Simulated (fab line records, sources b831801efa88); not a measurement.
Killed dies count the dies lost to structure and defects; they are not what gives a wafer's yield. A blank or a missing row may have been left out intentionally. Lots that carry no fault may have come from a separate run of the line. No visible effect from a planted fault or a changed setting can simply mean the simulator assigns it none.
One fault through the eyes of 2 desks	flow gf180mcu	numbers are kept per desk, each desk with only its own; the story behind them comes last

## FROM THE METROLOGY DESK
Means of the sampled wafers that have a number, per lot and without regard to the tool the lot ran on: this is what the gauges read. A lot is out of limits, marked OUT, if its mean lies more than 4 standard deviations from the usual mean; the brackets give that distance.
Columns: A = V4_CVD_00_THK at GF_V4_THK_MEAS_01, usual 599 nm
lot	first seen here	A
L659	day 23 08:14	606
L660	day 23 15:07	612
L661	day 24 04:34	592
L662	day 24 18:43	603
L663	day 25 02:14	596
L664	day 25 08:40	596
L665	day 25 14:00	594
L667	day 26 08:22	606
L669	day 27 00:14	600
L678	day 29 11:48	604
L679	day 29 22:25	597
L680	day 30 09:27	591
L682	day 30 11:35	603
This desk's verdict: no lot among the 13 shows anything out of limits.

## TOOL OWNER'S DESK, cmp-02
The tool's own readings at GF_V5_CMP_04 (polishes SiO2): means of the sampled wafers that have a number, for each lot that ran on this tool. A lot is out of limits, marked OUT, if its mean lies more than 4 standard deviations from the usual mean; the brackets give that distance.
Columns: A = motor current A at GF_V5_CMP_04, usual 11.8 A; B = slurry flow ml min at GF_V5_CMP_04, usual 150.0
lot	first seen here	A	B
L659	day 26 04:46	12.3	149.7
L660	day 26 12:16	12.2	150.0
L661	day 26 23:41	11.9	150.6
L663	day 27 20:40	12.0	150.2
L664	day 28 02:52	11.9	150.1
L665	day 28 07:32	12.2	150.2
L667	day 29 01:00	12.0	150.6
L669	day 29 15:22	11.8	150.1
L679	day 32 07:38	12.2	149.8
L680	day 32 17:16	11.8	150.4
This desk's verdict: no lot among the 10 shows anything out of limits.

## BROUGHT TOGETHER
At the metrology desk, nothing out of limits was observed.
Nothing out of limits was seen by the tool owner's desk.

## WHAT THE SIMULATOR HAD PUT IN
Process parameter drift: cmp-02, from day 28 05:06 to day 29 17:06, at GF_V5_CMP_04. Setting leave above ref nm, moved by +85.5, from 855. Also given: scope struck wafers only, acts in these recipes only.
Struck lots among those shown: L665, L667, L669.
